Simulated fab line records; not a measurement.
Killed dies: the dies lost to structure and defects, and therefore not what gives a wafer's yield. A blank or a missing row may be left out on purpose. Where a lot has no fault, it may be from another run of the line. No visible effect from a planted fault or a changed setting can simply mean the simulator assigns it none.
A struck lot beside a sound one	flow gf180mcu	16 steps out of a route of 602
Sound: the wafers L691.1, L691.5, L691.6. Wafers L703.4, L703.5, L703.6 were the ones struck. The cause comes at the end.
Each step with rows lists, per side, the tool, then ch with its chambers, then its first start. Under that, the readings that differ: sound wafers	struck wafers	difference of the means	sigmas: that difference in standard deviations of wafers without a fault.
alike: readings whose means differ by less than 2 such deviations, and words and numbers that are the same on both sides. not compared: withheld readings, readings that some wafer has no value for, bounds like >300 that may hide the same value, and numbers for which the record gives no deviation and whose values overlap.
The two part at a step that has a row with sigmas, a row that says differs or no value, or rows on one side only. Non-overlapping numbers with no deviation appear without sigmas and do not part them. A reading missing from all wafers of one side parts the sides only when that side holds two or more wafers.

GF_V1_BOW_MEAS_05:
  sound on film-metro-03, day 17 16:53; struck on film-metro-03, day 22 00:34
  alike: V1_BOW
then, 8 steps without rows for these wafers: GF_V1_DEHYDRATE_06 (time 60 s); GF_V1_HMDS_07 (prime time 60 s); GF_V1_COAT_08; GF_V1_COAT_09 (resist thk 1000 nm); GF_V1_SOFTBAKE_10 (time 60 s); GF_V1_EXPOSE_11 (exposes mask Via1, target cd 260 nm); GF_V1_PEB_12 (peb time 90 s); GF_V1_DEVELOP_13 (develop time 60 s).
GF_V1_CD_MEAS_14 targets a cd of 260 nm.
  sound on cd-sem-01, day 18 16:39; struck on cd-sem-02, day 22 23:49
  alike: cd-nm
GF_V1_OVL_MEAS_15:
  sound on overlay-02, day 18 16:46; struck on overlay-01, day 22 23:53
  alike: V1_OVL
GF_V1_ETCH_16: etches BARC in N2/H2.
  sound on rie-diel-01 ch 0,1, day 18 16:49; struck on rie-diel-01 ch 0,2,3, day 22 23:55
  alike: bias-w, chamber-pressure-mTorr, drypump-motor-current-A, oes-product-au, throttle-valve-pct
GF_V1_ETCH_17: etches SiO2 in C4F8/O2/Ar, stops on TiN, target depth 630 nm.
  sound on rie-diel-01 ch 0,1, day 18 16:00; struck on rie-diel-01 ch 0,2,3, day 22 23:00
  no value came back on the struck wafers for bias-w (W), chamber-pressure-mTorr (mTorr), oes-product-au (a.u.); on the sound wafers bias-w (W) reads 1201 1197 1197
GF_V1_STRIP_18: strips in O2/N2.
  sound on plasma-asher-01 ch 0,1, day 18 16:56; struck on plasma-asher-03 ch 0,1, day 23 00:04
reading	sound	struck	difference	sigmas
oes-product-au (a.u.)	0.588 0.592 0.602	0.664 0.661 0.674	+0.072	+16
  alike: drypump-motor-current-A, heater-power-w
  not compared: rf-hours-counter-h
then, 1 step without rows for these wafers: GF_V1_STRIP_19 (strips in post etch residue remover, time 1200 s).
-- the record jumps here: 10 days lie between the struck wafers' starts before and after (it left off in module V1 and takes up again in module PASSIVATION, whose first step shown is number 602 of the route) --
GF_PASSIVATION_PROBE_99:
  only the struck wafers here have rows in the record (prober-02, day 32 17:28); the sound ones have none

## WHERE THEY PART
Earliest at GF_V1_ETCH_17; latest, in this record, at GF_PASSIVATION_PROBE_99.

WHY: what the simulator had put in
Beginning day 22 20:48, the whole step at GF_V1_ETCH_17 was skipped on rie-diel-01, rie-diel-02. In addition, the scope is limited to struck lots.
